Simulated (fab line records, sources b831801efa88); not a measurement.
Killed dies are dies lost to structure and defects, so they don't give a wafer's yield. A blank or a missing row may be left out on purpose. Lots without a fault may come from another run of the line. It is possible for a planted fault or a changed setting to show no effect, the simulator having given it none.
Which tool was responsible? | flow gf180mcu | 14 lots with 39 wafers sampled at 3 steps, on a route of 602 steps

== WHAT THE GAUGES SHOWED, per wafer ==
GF_VT_IMPLANT_TW_MEAS_10. Usual: VT_IMPLANT_TW 563, standard deviation 3.3.
lot  | measured     | on            | VT_IMPLANT_TW | flag
L270 | day 5 13:05  | film-metro-01 | 565 565 565   |
L271 | day 6 01:43  | film-metro-04 | 557 559 559   |
L272 | day 6 04:37  | film-metro-04 | 560 560 560   |
L273 | day 6 13:01  | film-metro-04 | 555 557 556   |
L274 | day 6 16:20  | film-metro-01 | 563 565 562   |
L280 | day 8 04:43  | film-metro-01 | 30 564        | OFF
L282 | day 8 19:04  | film-metro-04 | 30 564        | OFF
L284 | day 9 03:11  | film-metro-01 | 564 30        | OFF
L286 | day 9 17:50  | film-metro-04 | 563 566 563   |
L287 | day 9 23:10  | film-metro-01 | 566 566 572   |
L288 | day 10 11:01 | film-metro-04 | 559 562 561   |
L289 | day 10 15:48 | film-metro-03 | 564 563 562   |
L290 | day 10 17:45 | film-metro-04 | 564 560 558   |
L293 | day 11 15:42 | film-metro-01 | 562 562 559   |

GF_NSD_CD_MEAS_07 targets a cd of 400 nm. Usual: 400.1 nm for cd-nm, sd 2.1.
lot  | measured     | on        | cd-nm (nm)        | flag
L270 | day 13 04:16 | cd-sem-01 | 398.8 394.5 396.9 |
L271 | day 13 20:42 | cd-sem-01 | 398.2 399.6 400.1 |
L272 | day 14 02:04 | cd-sem-01 | 397.6 400.2 400.4 |
L273 | day 14 11:05 | cd-sem-02 | 400.7 400.8 399.4 |
L274 | day 14 20:29 | cd-sem-01 | 399.6 397.5 399.2 |
L280 | day 16 17:12 | cd-sem-02 | 402.0             |
L282 | day 17 11:40 | cd-sem-02 | 402.6             |
L284 | day 18 03:08 | cd-sem-02 | 398.3             |
L286 | day 18 17:53 | cd-sem-01 | 396.3 395.2 395.7 |
L287 | day 19 06:22 | cd-sem-02 | 399.1 401.7 400.8 |
L288 | day 19 18:18 | cd-sem-01 | 395.5 399.1 398.2 |
L289 | day 20 04:49 | cd-sem-01 | 396.8 399.6 400.3 |
L290 | day 20 09:16 | cd-sem-02 | 402.5 403.1 404.1 |
L293 | day 21 06:59 | cd-sem-01 | 401.3 399.8 400.2 |

== EACH LOT AND THE TOOL THAT RAN IT (in order: tool; ch and the chambers of the sampled wafers; start) ==
lot  | GF_VT_IMPLANT_DEVELOP_06
L270 | litho-track-01 ch 0, day 5 12:39
L271 | litho-track-02 ch 0, day 6 01:19
L272 | litho-track-03 ch 0, day 6 04:11
L273 | litho-track-03 ch 0, day 6 12:35
L274 | litho-track-01 ch 0, day 6 15:55
L280 | litho-track-03 ch 0, day 8 04:17
L282 | litho-track-03 ch 0, day 8 18:38
L284 | litho-track-03 ch 0, day 9 02:47
L286 | litho-track-01 ch 0, day 9 17:24
L287 | litho-track-02 ch 0, day 9 22:44
L288 | litho-track-02 ch 0, day 10 10:37
L289 | litho-track-02 ch 0, day 10 15:22
L290 | litho-track-02 ch 0, day 10 17:19
L293 | litho-track-01 ch 0, day 11 15:17
- GF_VT_IMPLANT_DEVELOP_06: develop time 60 s.

== AS READ BY THE TOOLS THEMSELVES (means over the sampled wafers that have a number; for cases with no such wafer, the mark the record gives instead) ==
GF_VT_IMPLANT_DEVELOP_06. Usual: 23.02 C for chill-plate-temp-C, sd 0.11.
lot  | tool           | chill-plate-temp-C (C) | flag
L270 | litho-track-01 | 23.06                  |
L271 | litho-track-02 | 22.96                  |
L272 | litho-track-03 | 22.87                  |
L273 | litho-track-03 | 22.97                  |
L274 | litho-track-01 | 22.90                  |
L280 | litho-track-03 | 23.02                  |
L282 | litho-track-03 | 23.14                  |
L284 | litho-track-03 | 23.03                  |
L286 | litho-track-01 | 22.97                  |
L287 | litho-track-02 | 23.01                  |
L288 | litho-track-02 | 23.07                  |
L289 | litho-track-02 | 23.19                  |
L290 | litho-track-02 | 23.05                  |
L293 | litho-track-01 | 23.19                  |

== THE ANSWER, worked out from the rows above alone ==
Rule: a lot is off if the mean of its wafers that have a number lies more than 3 standard deviations from the usual mean. A lot without any number at a reading at which 4 lots or more have one is off too. All remaining lots with rows at the step are treated as sound. Order of review: gauges by route order, followed by the tools' own readings, for which a lot's mean as printed above is used. At the first step where some lot is off, the reading lying furthest off is the one used; lots without a number count as furthest.
Off: at GF_VT_IMPLANT_TW_MEAS_10 (VT_IMPLANT_TW), L280, L282, L284.
A tool fits if, at a process step before that reading, it ran every lot that is off, and no sound lot after the first of them. The gauges at GF_VT_IMPLANT_TW_MEAS_10 are tried like those tools. One candidate fits, namely litho-track-03 at GF_VT_IMPLANT_DEVELOP_06. A fault onset in the window from L273 (day 6 12:35, its last sound lot) to L280 (day 8 04:17, its first lot off) fits.

== WHAT THE SIMULATOR PUT IN ==
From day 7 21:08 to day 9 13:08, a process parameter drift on litho-track-03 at GF_VT_IMPLANT_DEVELOP_06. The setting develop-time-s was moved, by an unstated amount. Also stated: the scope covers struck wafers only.
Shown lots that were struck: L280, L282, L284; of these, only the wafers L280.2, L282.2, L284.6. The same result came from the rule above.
